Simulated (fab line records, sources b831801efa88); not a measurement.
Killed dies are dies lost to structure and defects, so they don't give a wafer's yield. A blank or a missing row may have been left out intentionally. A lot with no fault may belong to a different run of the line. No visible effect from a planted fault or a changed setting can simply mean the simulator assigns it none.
fab line records	flow sky130
[record] lots = 14	wafers = 40	last-day = 50
route steps=708 shown GATE_OXIDE@189 RES_PROTECT@215 POLY_CUT@318 SD_P@331 PAD_OPEN@708
lots untouched by any fault: they come from a run of this same line in which no faults occurred
start-h: hours from the record's opening day to when the first of the lot's shown wafers began	wait-h: time in hours since the lot's previous step	" identical to the entry in the row above	L1.1+2: one row covering several wafers at once	- no value present, or no start provided	* or withheld: withheld	< > ~ a bound
route shown NAME@n: NAME is a module with steps in the file, n the number in the route of the first one	usual: the fault-free wafers' mean and standard deviation	same: alike in all rows	chamber/n: place in a boat	sites: readings site by site	_std_site: how widely they spread, as a standard deviation	_edge_site: mean of outer sites minus mean of inner sites	radius-mm: for every site, how far away it sits from the centre of the wafer	mask NAME#n: copy n	behind: the most recent tool/chamber to have shaped the wafer	hold: cause of the lot's hold/its duration in hours/its outcome	device: the n, p or np transistor that did not switch	end of line: at the end of the route, the tests of the same wafers	step lacking rows: just its recipe	killed: dies that structure and defects cost at the first sort, which is not the same as the wafer's yield	map: per-die view of a wafer (x killed, . not killed, _ where there is no die)
set.NAME: the setting that was run; set.NAME@STEP: the one run at that earlier step	model.NAME: the simulator's own value behind a step, which no gauge read
one table for each step of the route and one row for each wafer, over a sample of lots
services: from which hour (start-h, from the record's first day; less than 0 if before it) a tool's chamber was out of use, for how many hours, and why
[[steps]]
[step SKY_GATE_OXIDE_THK_MEAS_02]
[recipe] reads = SiO2_of_GATE_OXIDE_OXIDATION_01
[usual] GATE_OXIDE_OXIDATION_00_THK = 10.33/0.21
lot.wafer	tool	chamber	start-h	wait-h	GATE_OXIDE_OXIDATION_00_THK[nm]
L331.1	film-metro-01	-	291.32	0.0	10.56
L331.2	"	-	"	"	10.47
L331.3	"	-	"	"	10.56
L333.4	film-metro-03	-	298.02	0.0	10.32
L333.5	"	-	"	"	10.37
L333.6	"	-	"	"	10.39
L334.1	film-metro-01	-	303.27	0.0	10.59
L334.4	"	-	"	"	10.63
L334.5	"	-	"	"	10.55
L335.2	film-metro-01	-	308.08	0.0	10.30
L335.4	"	-	"	"	10.36
L335.6	"	-	"	"	10.34
L336.1	film-metro-03	-	327.06	0.0	10.38
L336.2	"	-	"	"	10.37
L336.6	"	-	"	"	10.29
L338.2	film-metro-03	-	338.06	0.0	10.03
L338.3	"	-	"	"	9.91
L338.4	"	-	"	"	10.23
L339.2	film-metro-03	-	340.86	0.0	10.56
L339.3	"	-	"	"	10.77
L339.4	"	-	"	"	10.87
L340.4	film-metro-03	-	356.52	0.0	10.13
L340.5	"	-	"	"	10.23
L340.6	"	-	"	"	10.22
L341.1	film-metro-04	-	375.31	0.0	10.32
L341.3	"	-	"	"	10.41
L341.5	"	-	"	"	10.11
L342.2	film-metro-03	-	389.74	0.0	10.12
L342.3	"	-	"	"	10.02
L342.4	"	-	"	"	10.14
L349.4	film-metro-01	-	434.24	0.0	10.20
L349.6	"	-	"	"	10.32
L351.1	film-metro-03	-	443.65	0.0	10.50
L351.6	"	-	"	"	10.40
L353.1	film-metro-03	-	460.20	0.0	10.57
L353.2	"	-	"	"	10.51
L353.4	"	-	"	"	10.51
L354.2	film-metro-03	-	470.07	0.0	9.93
L354.4	"	-	"	"	9.99
L354.6	"	-	"	"	9.98
[step SKY_RES_PROTECT_TW_MEAS_08]
[usual] POLY_GATE_TW = 4026/21
lot.wafer	tool	chamber	start-h	wait-h	POLY_GATE_TW
L331.1	film-metro-02	-	348.38	0.1	4008
L331.2	"	-	"	"	4014
L331.3	"	-	"	"	4006
L333.4	film-metro-04	-	355.12	0.1	4021
L333.5	"	-	"	"	4010
L333.6	"	-	"	"	4022
L334.1	film-metro-02	-	362.38	0.1	4008
L334.4	"	-	"	"	4015
L334.5	"	-	"	"	3998
L335.2	film-metro-01	-	365.67	0.1	4019
L335.4	"	-	"	"	4022
L335.6	"	-	"	"	4026
L336.1	film-metro-02	-	386.41	0.1	4009
L336.2	"	-	"	"	4019
L336.6	"	-	"	"	4011
L338.2	film-metro-04	-	399.39	0.1	3998
L338.3	"	-	"	"	4012
L338.4	"	-	"	"	4019
L339.2	film-metro-02	-	401.12	0.1	4038
L339.3	"	-	"	"	3997
L339.4	"	-	"	"	3991
L340.4	film-metro-04	-	416.26	0.1	3998
L340.5	"	-	"	"	4019
L340.6	"	-	"	"	4003
L341.1	film-metro-01	-	436.94	0.1	4050
L341.3	"	-	"	"	4067
L341.5	"	-	"	"	4044
L342.2	film-metro-02	-	453.10	0.1	3973
L342.3	"	-	"	"	3981
L342.4	"	-	"	"	4011
L349.4	film-metro-04	-	500.06	0.1	4032
L349.6	"	-	"	"	4041
L351.1	film-metro-02	-	508.41	0.1	4004
L351.6	"	-	"	"	4017
L353.1	film-metro-01	-	524.03	0.1	4024
L353.2	"	-	"	"	4022
L353.4	"	-	"	"	4028
L354.2	film-metro-01	-	533.89	0.1	4027
L354.4	"	-	"	"	4031
L354.6	"	-	"	"	4053
[step SKY_POLY_CUT_ETCH_11]
[recipe] target = Si3N4	chemistry = CF4/CH2F2/Ar	stop-on = poly-Si	source-w = 600	bias-w = 150	pressure-mtorr = 40	cf4-flow-sccm = 40	ch2f2-flow-sccm = 20	Ar_flow_sccm = 150	time-s = 42.5	target-depth-a = 600
[usual] drypump-motor-current-A = 5.74/0.29	oes-product-au = 0.835/0.0063	run-length-s = 70.8/0.54	throttle-valve-pct = 14.995/0.0093
lot.wafer	tool	chamber	start-h	wait-h	drypump-motor-current-A	oes-product-au	rf-hours-counter-h	run-length-s	throttle-valve-pct
L331.1	rie-diel-01	0	568.10	0.0	5.69	0.839	18	71.5	14.978
L331.2	"	1	"	"	5.41	0.827	12	70.0	15.011
L331.3	"	3	"	"	5.81	0.839	6	70.6	14.996
L333.4	rie-diel-01	3	574.39	0.0	5.83	0.840	6	71.0	14.987
L333.5	"	0	"	"	5.72	0.837	-	71.1	14.978
L333.6	"	1	"	"	5.42	0.826	-	70.3	14.994
L334.1	rie-diel-03	0	582.06	0.0	5.17	0.821	0	71.1	15.004
L334.4	"	2	"	"	6.24	0.825	8	70.3	15.003
L334.5	"	2	"	"	6.24	0.828	-	70.4	15.002
L335.2	rie-diel-01	2	585.31	0.0	5.84	0.826	16	71.8	14.994
L335.4	"	3	"	"	5.83	0.829	7	70.9	14.998
L335.6	"	2	"	"	5.83	0.830	-	71.3	14.988
L336.1	rie-diel-01	2	605.32	0.0	5.84	0.833	17	71.3	15.003
L336.2	"	0	"	"	5.73	0.835	19	71.5	14.998
L336.6	"	1	"	"	5.37	0.837	-	70.2	14.993
L338.2	rie-diel-01	1	621.64	0.0	5.39	0.839	13	69.9	14.989
L338.3	"	2	"	"	5.85	0.832	17	71.6	14.991
L338.4	"	3	"	"	5.82	0.838	8	71.4	14.987
L339.2	rie-diel-03	3	622.80	0.0	6.26	0.830	17	70.1	14.983
L339.3	"	0	"	"	5.21	0.827	1	71.3	14.981
L339.4	"	1	"	"	5.79	0.837	46	70.3	14.992
L340.4	rie-diel-01	3	638.59	0.0	5.80	0.835	8	70.8	14.986
L340.5	"	0	"	"	5.74	0.832	-	71.0	14.999
L340.6	"	1	"	"	5.38	0.849	-	70.1	14.978
L341.1	rie-diel-02	2	653.39	0.0	5.77	0.824	5	70.7	14.993
L341.3	"	1	"	"	5.64	0.831	28	70.1	14.994
L341.5	"	1	"	"	5.63	0.835	-	70.1	15.004
L342.2	rie-diel-03	1	669.64	0.0	5.75	0.833	47	69.9	14.998
L342.3	"	3	"	"	6.22	0.824	18	70.7	14.992
L342.4	"	0	"	"	5.22	0.830	2	71.3	14.999
L349.4	rie-diel-03	0	710.49	0.0	5.21	0.797	4	74.8	14.991
L349.6	"	1	"	"	5.79	0.829	-	70.1	14.995
L351.1	rie-diel-03	0	718.04	0.0	5.17	0.809	4	74.4	14.986
L351.6	"	2	"	"	6.23	0.843	-	70.6	15.019
L353.1	rie-diel-01	2	736.79	0.0	5.83	0.825	20	71.8	15.001
L353.2	"	1	"	"	5.38	0.824	16	70.2	14.997
L353.4	"	2	"	"	5.84	0.829	-	71.4	14.994
L354.2	rie-diel-02	3	742.41	0.0	5.90	0.829	3	70.9	15.018
L354.4	"	0	"	"	5.51	0.834	2	71.1	15.015
L354.6	"	1	"	"	5.65	0.838	-	70.2	14.987
[step SKY_SD_P_TW_MEAS_11]
[usual] SD_P_TW = 2824/21
lot.wafer	tool	chamber	start-h	wait-h	SD_P_TW
L331.1	film-metro-03	-	598.84	0.1	2848
L331.2	"	-	"	"	2825
L331.3	"	-	"	"	2832
L333.4	film-metro-02	-	605.15	0.1	2785
L333.5	"	-	"	"	2787
L333.6	"	-	"	"	2792
L334.1	film-metro-04	-	612.28	0.1	2820
L334.4	"	-	"	"	2819
L334.5	"	-	"	"	2810
L335.2	film-metro-02	-	615.45	0.1	2803
L335.4	"	-	"	"	2790
L335.6	"	-	"	"	2803
L336.1	film-metro-02	-	634.29	0.1	2809
L336.2	"	-	"	"	2818
L336.6	"	-	"	"	2807
L338.2	film-metro-04	-	650.20	0.1	2826
L338.3	"	-	"	"	2819
L338.4	"	-	"	"	2817
L339.2	film-metro-04	-	651.10	0.1	2798
L339.3	"	-	"	"	2803
L339.4	"	-	"	"	2800
L340.4	film-metro-04	-	666.75	0.1	2840
L340.5	"	-	"	"	2817
L340.6	"	-	"	"	2840
L341.1	film-metro-04	-	682.34	0.1	2837
L341.3	"	-	"	"	2843
L341.5	"	-	"	"	2848
L342.2	film-metro-03	-	697.23	0.1	2826
L342.3	"	-	"	"	2835
L342.4	"	-	"	"	2827
L349.4	film-metro-04	-	737.99	0.1	2815
L349.6	"	-	"	"	2824
L351.1	film-metro-03	-	745.72	0.1	2852
L351.6	"	-	"	"	2857
L353.1	film-metro-04	-	763.22	0.1	2840
L353.2	"	-	"	"	2854
L353.4	"	-	"	"	2837
L354.2	film-metro-04	-	769.74	0.1	2820
L354.4	"	-	"	"	2816
L354.6	"	-	"	"	2830
[step SKY_PAD_OPEN_PROBE_99]
[usual] killed_at_M0_to_M3 = 44/6.9	killed_at_M4_up = 3.3/2.1	killed-at-contacts = 24/4.8	killed-at-front-end = 15/4.4	killed-at-other = 0.2/0.48	killed-dies = 87/9.5	killed-open = 48/6.5	killed-short = 39/6.3
[same] gross-dies = 492	killed-at-back-side = 0
lot.wafer	tool	chamber	start-h	wait-h	killed_at_M0_to_M3	killed_at_M4_up	killed-at-contacts	killed-at-front-end	killed-at-other	killed-dies	killed-open	killed-short
L333.4	prober-01	-	1086.18	0.2	43	3	28	11	0	85	52	33
L333.5	prober-01	-	1086.23	0.2	47	3	25	26	0	101	59	42
L333.6	prober-01	-	1086.28	0.2	42	2	28	11	0	83	57	26
L335.2	prober-02	-	1092.85	0.1	53	7	21	14	0	95	54	41
L335.4	prober-02	-	1092.95	0.2	51	3	25	16	1	96	50	46
L335.6	prober-02	-	1093.05	0.2	33	3	34	11	0	81	43	38
L340.4	prober-01	-	1127.97	0.2	59	4	26	12	1	102	54	48
L340.5	prober-01	-	1128.02	0.2	55	2	22	13	0	92	59	33
L340.6	prober-01	-	1128.07	0.2	60	1	30	13	0	104	56	48
L342.2	prober-01	-	1152.20	0.1	44	5	22	15	0	86	50	36
L342.3	prober-01	-	1152.25	0.2	40	2	26	12	0	80	43	37
L342.4	prober-01	-	1152.30	0.2	50	6	20	15	0	91	50	41
L349.4	prober-02	-	1176.67	0.2	39	7	20	17	1	84	53	30
L349.6	prober-02	-	1176.77	0.2	53	3	21	17	0	94	48	46
L351.1	prober-02	-	1180.00	0.1	46	2	16	19	1	84	46	38
L351.6	prober-02	-	1180.25	0.2	42	1	33	17	1	94	42	52
// killed by level:class
L333.4 VIA1:geometric-particle:open=16 CONTACT:geometric-particle:open=11 LI_CONTACT:geometric-particle:open=7 METAL1:geometric-particle:short=7 VIA2:geometric-particle:open=6 CONTACT:geometric-particle:short=5 VIA1:geometric-particle:short=5 FIELD_ISO:geometric-particle:open=4
L333.5 VIA1:geometric-particle:open=10 CONTACT:geometric-particle:open=9 FIELD_ISO:geometric-particle:open=8 VIA3:geometric-particle:open=8 CONTACT:geometric-particle:short=7 LI_CONTACT:geometric-particle:open=6 METAL2:geometric-particle:short=6 FIELD_ISO:geometric-particle:short=5
L333.6 CONTACT:geometric-particle:open=12 LI_CONTACT:geometric-particle:open=11 VIA1:geometric-particle:open=9 VIA3:geometric-particle:open=7 VIA2:geometric-particle:open=5 CONTACT:geometric-particle:short=4 METAL1:geometric-particle:short=4 METAL2:geometric-particle:short=4
L335.2 VIA1:geometric-particle:open=16 METAL2:geometric-particle:short=9 CONTACT:geometric-particle:open=8 POLY_GATE:geometric-particle:short=6 VIA2:geometric-particle:open=6 VIA3:geometric-particle:open=6 LI_CONTACT:geometric-particle:open=5 VIA1:geometric-particle:short=5
L335.4 METAL1:geometric-particle:short=10 VIA1:geometric-particle:open=10 CONTACT:geometric-particle:open=9 VIA2:geometric-particle:open=9 VIA3:geometric-particle:open=7 CONTACT:geometric-particle:short=6 FIELD_ISO:geometric-particle:open=5 METAL2:geometric-particle:short=4
L335.6 CONTACT:geometric-particle:open=11 LI_CONTACT:geometric-particle:open=9 VIA1:geometric-particle:open=9 CONTACT:geometric-particle:short=8 VIA3:geometric-particle:open=8 METAL2:geometric-particle:short=5 POLY_GATE:geometric-particle:open=4 LI_CONTACT:geometric-particle:short=4
L340.4 VIA1:geometric-particle:open=21 CONTACT:geometric-particle:open=9 CONTACT:geometric-particle:short=8 FIELD_ISO:geometric-particle:open=7 VIA1:geometric-particle:short=7 METAL1:geometric-particle:short=6 LI_CONTACT:geometric-particle:open=5 VIA2:geometric-particle:short=5
L340.5 VIA3:geometric-particle:open=14 LI_CONTACT:geometric-particle:open=12 VIA1:geometric-particle:open=11 VIA3:geometric-particle:short=9 VIA2:geometric-particle:open=7 FIELD_ISO:geometric-particle:open=5 METAL2:geometric-particle:short=3 METAL1:geometric-particle:short=3
L340.6 VIA1:geometric-particle:open=12 CONTACT:geometric-particle:open=9 LI_CONTACT:geometric-particle:open=9 VIA3:geometric-particle:open=9 VIA1:geometric-particle:short=9 VIA2:geometric-particle:open=9 METAL1:geometric-particle:short=6 LOCAL_INTERCONNECT:geometric-particle:short=5
L342.2 VIA3:geometric-particle:open=10 VIA1:geometric-particle:open=8 FIELD_ISO:geometric-particle:open=6 FIELD_ISO:geometric-particle:short=6 LI_CONTACT:geometric-particle:open=6 VIA2:geometric-particle:open=6 CONTACT:geometric-particle:open=6 METAL1:geometric-particle:short=4
L342.3 VIA1:geometric-particle:open=10 LI_CONTACT:geometric-particle:open=8 CONTACT:geometric-particle:open=7 VIA1:geometric-particle:short=6 VIA3:geometric-particle:open=5 POLY_GATE:geometric-particle:short=4 LOCAL_INTERCONNECT:geometric-particle:short=4 METAL1:geometric-particle:short=4
L342.4 VIA1:geometric-particle:open=9 CONTACT:geometric-particle:open=7 METAL1:geometric-particle:short=7 VIA3:geometric-particle:open=7 POLY_GATE:geometric-particle:open=6 VIA2:geometric-particle:open=6 CONTACT:geometric-particle:short=5 VIA1:geometric-particle:short=5
L349.4 VIA1:geometric-particle:open=11 CONTACT:geometric-particle:open=7 POLY_GATE:geometric-particle:open=6 VIA2:geometric-particle:open=6 FIELD_ISO:geometric-particle:open=5 LOCAL_INTERCONNECT:geometric-particle:short=5 VIA3:geometric-particle:open=5 LI_CONTACT:geometric-particle:open=4
L349.6 VIA2:geometric-particle:open=10 CONTACT:geometric-particle:open=8 VIA1:geometric-particle:open=8 METAL1:geometric-particle:short=7 VIA3:geometric-particle:open=7 FIELD_ISO:geometric-particle:open=6 VIA3:geometric-particle:short=6 CONTACT:geometric-particle:short=5
L351.1 VIA1:geometric-particle:open=11 CONTACT:geometric-particle:open=10 METAL2:geometric-particle:short=7 VIA2:geometric-particle:open=7 FIELD_ISO:geometric-particle:short=5 LI_CONTACT:geometric-particle:open=5 VIA3:geometric-particle:open=5 POLY_GATE:geometric-particle:short=4
L351.6 LI_CONTACT:geometric-particle:open=11 VIA1:geometric-particle:short=7 CONTACT:geometric-particle:short=7 CONTACT:geometric-particle:open=7 VIA1:geometric-particle:open=7 POLY_GATE:geometric-particle:short=6 LOCAL_INTERCONNECT:geometric-particle:short=6 METAL1:geometric-particle:short=6
[[services]]
tool	chamber	start-h	hours	kind
rie-diel-02	3	551.29	-	clean
rie-diel-02	3	551.29	18.3	scheduled-down
rie-diel-02	3	551.29	18.3	vent-cycle
rie-diel-03	3	552.55	4.1	repair
rie-diel-02	2	565.35	5.7	repair
rie-diel-03	0	569.54	7.1	repair
rie-diel-01	-	574.96	0.6	repair
rie-diel-01	1	575.04	2.3	repair
rie-diel-01	0	625.82	7.1	repair
rie-diel-02	0	657.25	-	clean
rie-diel-02	0	657.25	15.9	scheduled-down
rie-diel-02	0	657.25	15.9	vent-cycle
rie-diel-02	-	672.59	2.8	pm
rie-diel-01	0	672.91	132.0	repair
rie-diel-03	1	696.11	4.6	repair
rie-diel-03	-	697.69	0.2	repair
rie-diel-01	-	699.99	14.6	pm
rie-diel-01	-	715.71	2.8	pm
rie-diel-03	0	720.37	8.6	repair
rie-diel-01	2	727.19	1.8	repair
rie-diel-02	3	730.94	8.2	repair
rie-diel-03	1	742.14	-	clean
rie-diel-03	1	742.14	19.7	scheduled-down
rie-diel-03	1	742.14	19.7	vent-cycle
[[key]]
[first-sign] step = SKY_POLY_CUT_ETCH_11	reading = run-length-s	direction = up	sigmas = 7.1	usual = *	struck = *
[effect] step = SKY_POLY_CUT_ETCH_11	reading = oes-product-au	direction = down	sigmas = 5.2	usual = 0.835	struck = 0.803
met-at SKY_POLY_CUT_ETCH_11
struck-lots L349,L351
struck-wafers L349.4,L351.1
tester-left-out L349,L351
not-acting-at SKY_GATE_OXIDE_THK_MEAS_02,SKY_RES_PROTECT_TW_MEAS_08,SKY_SD_P_TW_MEAS_11
onset-between 669.64 710.49
[fault] kind = process-parameter-drift	tool = rie-diel-03	chamber = -	onset-h = 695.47	steps = SKY_POLY_CUT_ETCH_11	channel = time-s	offset = *	shape = step	end-h = 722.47	scope = struck-wafers-only	acts-in = *	stated = *
// tester-left-out: of these lots the tester's yield and bins aren't shown, on N5 and GAA mostly nor the transistor test; their killed dies are dies lost to structure and defects alone, not to doping, threshold or leakage, so they don't give the yield
